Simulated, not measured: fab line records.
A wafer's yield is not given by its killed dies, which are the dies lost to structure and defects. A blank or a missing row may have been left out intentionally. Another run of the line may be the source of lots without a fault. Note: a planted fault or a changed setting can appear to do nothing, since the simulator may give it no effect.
What tool caused it? :: flow sky130 :: Sampling: 13 lots, 38 wafers, 5 of 708 route steps

WHAT EACH GAUGE READ, for each wafer
Not one reading of a measure or inspect step in the record can be checked against a usual standard deviation.

EACH LOT AND THE TOOL THAT RAN IT (in order: tool; ch and the chambers of the sampled wafers; start)
lot: L382
SKY_LDD_LDN_CLEAN_14: wet bench-04 ch 1, day 22 17:32
SKY_METAL4_METAL_ETCH_18: rie metal-02 ch 0,1, day 41 12:40
SKY_PASSIVATION_CVD_00: pecvd-01 ch 0,2, day 43 15:10
SKY_PASSIVATION_STRIP_12: plasma asher-04 ch 0,1, day 44 14:00
SKY_PAD_OPEN_PROBE_99: -

lot: L383
SKY_LDD_LDN_CLEAN_14: wet bench-03 ch 3, day 22 21:47
SKY_METAL4_METAL_ETCH_18: rie metal-03 ch 0,1, day 41 18:14
SKY_PASSIVATION_CVD_00: pecvd-03 ch 0,1,2, day 43 19:53
SKY_PASSIVATION_STRIP_12: plasma asher-01 ch 0,1, day 44 18:14
SKY_PAD_OPEN_PROBE_99: -

lot: L385
SKY_LDD_LDN_CLEAN_14: wet bench-02 ch 3, day 23 18:56
SKY_METAL4_METAL_ETCH_18: rie metal-03 ch 0,1, day 42 07:31
SKY_PASSIVATION_CVD_00: pecvd-03 ch 0,1, day 44 08:43
SKY_PASSIVATION_STRIP_12: plasma asher-01 ch 0,1, day 45 06:35
SKY_PAD_OPEN_PROBE_99: -

lot: L387
SKY_LDD_LDN_CLEAN_14: wet bench-02 ch 0, day 24 15:58
SKY_METAL4_METAL_ETCH_18: rie metal-02 ch 0,1, day 43 03:03
SKY_PASSIVATION_CVD_00: pecvd-01 ch 1,2, day 45 02:34
SKY_PASSIVATION_STRIP_12: plasma asher-02 ch 0,1, day 46 00:33
SKY_PAD_OPEN_PROBE_99: -

lot: L389
SKY_LDD_LDN_CLEAN_14: wet bench-02 ch 2, day 25 01:50
SKY_METAL4_METAL_ETCH_18: rie metal-04 ch 0, day 43 12:38
SKY_PASSIVATION_CVD_00: pecvd-03 ch 1,2, day 45 11:32
SKY_PASSIVATION_STRIP_12: plasma asher-02 ch 1, day 46 08:25
SKY_PAD_OPEN_PROBE_99: -

lot: L388
SKY_LDD_LDN_CLEAN_14: wet bench-04 ch 1, day 25 02:56
SKY_METAL4_METAL_ETCH_18: rie metal-03 ch 0,1, day 43 20:14
SKY_PASSIVATION_CVD_00: pecvd-02 ch 0,1, day 45 18:13
SKY_PASSIVATION_STRIP_12: plasma asher-04 ch 0,1, day 46 15:12
SKY_PAD_OPEN_PROBE_99: -

lot: L390
SKY_LDD_LDN_CLEAN_14: wet bench-04 ch 3, day 25 19:56
SKY_METAL4_METAL_ETCH_18: rie metal-03 ch 0,1, day 44 00:41
SKY_PASSIVATION_CVD_00: pecvd-03 ch 1,2, day 45 23:26
SKY_PASSIVATION_STRIP_12: plasma asher-02 ch 0,1, day 46 19:37
SKY_PAD_OPEN_PROBE_99: -

lot: L394
SKY_LDD_LDN_CLEAN_14: wet bench-04 ch 2, day 27 19:43
SKY_METAL4_METAL_ETCH_18: rie metal-02 ch 0, day 45 13:38
SKY_PASSIVATION_CVD_00: pecvd-02 ch 0,1, day 47 09:31
SKY_PASSIVATION_STRIP_12: plasma asher-01 ch 0,1, day 48 04:14
SKY_PAD_OPEN_PROBE_99: -

lot: L398
SKY_LDD_LDN_CLEAN_14: wet bench-04 ch 1, day 28 11:26
SKY_METAL4_METAL_ETCH_18: rie metal-03 ch 0,1, day 45 23:36
SKY_PASSIVATION_CVD_00: pecvd-02 ch 0,1,2, day 47 19:22
SKY_PASSIVATION_STRIP_12: plasma asher-04 ch 0,1, day 48 14:47
SKY_PAD_OPEN_PROBE_99: prober-02, day 49 10:22

lot: L401
SKY_LDD_LDN_CLEAN_14: wet bench-03 ch 3, day 29 09:23
SKY_METAL4_METAL_ETCH_18: rie metal-02 ch 1, day 46 17:24
SKY_PASSIVATION_CVD_00: pecvd-01 ch 0,1,2, day 48 10:40
SKY_PASSIVATION_STRIP_12: plasma asher-01 ch 0,1, day 49 06:05
SKY_PAD_OPEN_PROBE_99: -

lot: L402
SKY_LDD_LDN_CLEAN_14: wet bench-03 ch 0, day 29 17:05
SKY_METAL4_METAL_ETCH_18: rie metal-03 ch 0,1, day 46 21:33
SKY_PASSIVATION_CVD_00: pecvd-01 ch 0,2, day 48 14:07
SKY_PASSIVATION_STRIP_12: plasma asher-01 ch 0,1, day 49 07:59
SKY_PAD_OPEN_PROBE_99: -

lot: L403
SKY_LDD_LDN_CLEAN_14: wet bench-02 ch 3, day 29 23:31
SKY_METAL4_METAL_ETCH_18: rie metal-04 ch 0, day 47 03:40
SKY_PASSIVATION_CVD_00: pecvd-03 ch 0,1,2, day 48 21:52
SKY_PASSIVATION_STRIP_12: plasma asher-01 ch 0,1, day 49 16:24
SKY_PAD_OPEN_PROBE_99: -

lot: L404
SKY_LDD_LDN_CLEAN_14: wet bench-03 ch 2, day 30 02:25
SKY_METAL4_METAL_ETCH_18: rie metal-04 ch 0, day 47 07:12
SKY_PASSIVATION_CVD_00: pecvd-02 ch 0,1,2, day 49 00:50
SKY_PASSIVATION_STRIP_12: plasma asher-01 ch 0,1, day 49 18:26
SKY_PAD_OPEN_PROBE_99: -
- SKY_LDD_LDN_CLEAN_14: cleans in SC1/SC2, time 150 s.
- SKY_METAL4_METAL_ETCH_18: etches the open film in Cl2/BCl3, stops on SiO2, target depth 845 nm, time 183.1 s.
- SKY_PASSIVATION_CVD_00: deposits SiO2, target thk 90 nm.
- SKY_PASSIVATION_STRIP_12: strips in O2/N2.
- SKY_PAD_OPEN_PROBE_99

AS READ BY THE TOOLS THEMSELVES (means over the sampled wafers that have a number; for cases with no such wafer, the mark the record gives instead)
SKY_METAL4_METAL_ETCH_18.
lot: L382
tool: rie metal-02
chamber pressure mTorr (mTorr): 9.996
drypump motor current A (A): 6.13
oes product au (a.u.): 0.857
throttle valve pct (%): 22.256

lot: L383
tool: rie metal-03
chamber pressure mTorr (mTorr): 10.002
drypump motor current A (A): 5.74
oes product au (a.u.): 0.868
throttle valve pct (%): 22.260

lot: L385
tool: rie metal-03
chamber pressure mTorr (mTorr): 9.995
drypump motor current A (A): 5.74
oes product au (a.u.): 0.868
throttle valve pct (%): 22.262

lot: L387
tool: rie metal-02
chamber pressure mTorr (mTorr): 9.995
drypump motor current A (A): 6.09
oes product au (a.u.): 0.866
throttle valve pct (%): 22.264

lot: L389
tool: rie metal-04
chamber pressure mTorr (mTorr): 10.004
drypump motor current A (A): 6.12
oes product au (a.u.): 0.868
throttle valve pct (%): 22.256

lot: L388
tool: rie metal-03
chamber pressure mTorr (mTorr): 9.999
drypump motor current A (A): 5.72
oes product au (a.u.): 0.863
throttle valve pct (%): 22.266

lot: L390
tool: rie metal-03
chamber pressure mTorr (mTorr): 9.996
drypump motor current A (A): 5.93
oes product au (a.u.): 0.873
throttle valve pct (%): 22.266

lot: L394
tool: rie metal-02
chamber pressure mTorr (mTorr): 9.992
drypump motor current A (A): 6.21
oes product au (a.u.): 0.865
throttle valve pct (%): 22.260

lot: L398
tool: rie metal-03
chamber pressure mTorr (mTorr): 10.002
drypump motor current A (A): 5.73
oes product au (a.u.): 0.867
throttle valve pct (%): 22.271

lot: L401
tool: rie metal-02
chamber pressure mTorr (mTorr): 10.001
drypump motor current A (A): 6.04
oes product au (a.u.): 0.860
throttle valve pct (%): 22.267

lot: L402
tool: rie metal-03
chamber pressure mTorr (mTorr): 9.993
drypump motor current A (A): 5.73
oes product au (a.u.): 0.856
throttle valve pct (%): 22.263

lot: L403
tool: rie metal-04
chamber pressure mTorr (mTorr): 10.001
drypump motor current A (A): 6.12
oes product au (a.u.): 0.867
throttle valve pct (%): 22.267

lot: L404
tool: rie metal-04
chamber pressure mTorr (mTorr): 10.004
drypump motor current A (A): 6.12
oes product au (a.u.): 0.857
throttle valve pct (%): 22.265

SKY_PASSIVATION_CVD_00.
lot: L382
tool: pecvd-01
heater power w (W): 719

lot: L383
tool: pecvd-03
heater power w (W): 810

lot: L385
tool: pecvd-03
heater power w (W): 832

lot: L387
tool: pecvd-01
heater power w (W): 765

lot: L389
tool: pecvd-03
heater power w (W): 820

lot: L388
tool: pecvd-02
heater power w (W): 728

lot: L390
tool: pecvd-03
heater power w (W): 879

lot: L394
tool: pecvd-02
heater power w (W): 685

lot: L398
tool: pecvd-02
heater power w (W): 608

lot: L401
tool: pecvd-01
heater power w (W): 759

lot: L402
tool: pecvd-01
heater power w (W): 725

lot: L403
tool: pecvd-03
heater power w (W): 830

lot: L404
tool: pecvd-02
heater power w (W): 663

SKY_PASSIVATION_STRIP_12.
lot: L382
tool: plasma asher-04
chamber pressure mTorr (mTorr): 1498.5
drypump motor current A (A): 5.92
oes product au (a.u.): 0.661
strip time to endpoint s (s): 31.63

lot: L383
tool: plasma asher-01
chamber pressure mTorr (mTorr): 1500.2
drypump motor current A (A): 5.81
oes product au (a.u.): 0.660
strip time to endpoint s (s): 31.35

lot: L385
tool: plasma asher-01
chamber pressure mTorr (mTorr): 1500.7
drypump motor current A (A): 5.63
oes product au (a.u.): 0.658
strip time to endpoint s (s): 31.56

lot: L387
tool: plasma asher-02
chamber pressure mTorr (mTorr): 1499.3
drypump motor current A (A): 5.64
oes product au (a.u.): 0.658
strip time to endpoint s (s): 31.66

lot: L389
tool: plasma asher-02
chamber pressure mTorr (mTorr): 1499.6
drypump motor current A (A): 5.45
oes product au (a.u.): 0.656
strip time to endpoint s (s): 31.56

lot: L388
tool: plasma asher-04
chamber pressure mTorr (mTorr): 1501.1
drypump motor current A (A): 6.06
oes product au (a.u.): 0.662
strip time to endpoint s (s): 31.64

lot: L390
tool: plasma asher-02
chamber pressure mTorr (mTorr): 1499.3
drypump motor current A (A): 5.55
oes product au (a.u.): 0.662
strip time to endpoint s (s): 31.77

lot: L394
tool: plasma asher-01
chamber pressure mTorr (mTorr): 1500.8
drypump motor current A (A): 5.74
oes product au (a.u.): 0.665
strip time to endpoint s (s): 31.77

lot: L398
tool: plasma asher-04
chamber pressure mTorr (mTorr): 1500.7
drypump motor current A (A): 5.92
oes product au (a.u.): 0.660
strip time to endpoint s (s): 31.62

lot: L401
tool: plasma asher-01
chamber pressure mTorr (mTorr): 1499.2
drypump motor current A (A): 5.82
oes product au (a.u.): 0.664
strip time to endpoint s (s): 31.64

lot: L402
tool: plasma asher-01
chamber pressure mTorr (mTorr): 1499.6
drypump motor current A (A): 5.82
oes product au (a.u.): 0.659
strip time to endpoint s (s): 31.44

lot: L403
tool: plasma asher-01
chamber pressure mTorr (mTorr): 1501.2
drypump motor current A (A): 5.82
oes product au (a.u.): 0.662
strip time to endpoint s (s): 31.55

lot: L404
tool: plasma asher-01
chamber pressure mTorr (mTorr): 1500.4
drypump motor current A (A): 5.62
oes product au (a.u.): 0.661
strip time to endpoint s (s): 31.28

SKY_PAD_OPEN_PROBE_99.
lot: L398
tool: prober-02
killed_at_M0_to_M3: 34
killed_at_M4_up: 3.3
killed at contacts: 18
killed at front end: 55
killed at other: 0.7
killed dies: 112
killed open: 39
killed short: 30

THE ANSWER, worked out from the rows above alone
Rule: the usual values come from the lots themselves. The widest of any qualifying gaps counts: lots, ordered by their means at a reading, are off when they make up no more than a third of the lots, leave a main group of 4 or more, and stand apart from it by 3 or more times the standard deviation of that group's means. Not used: any main group whose means are identical at the precision the tables above print for the reading. Also off: a lot with no number at a reading for which 4 or more lots have one. The other lots that the step has rows for count as sound. The gauges are gone through in route order, then the tools' own readings, and for those a lot's mean is taken as printed above. At the first step where some lot is off, the reading lying furthest off is the one used; lots without a number count as furthest.
No lot is off on any of the readings shown, so nothing can be concluded from this.

WHAT WAS PUT IN BY THE SIMULATOR
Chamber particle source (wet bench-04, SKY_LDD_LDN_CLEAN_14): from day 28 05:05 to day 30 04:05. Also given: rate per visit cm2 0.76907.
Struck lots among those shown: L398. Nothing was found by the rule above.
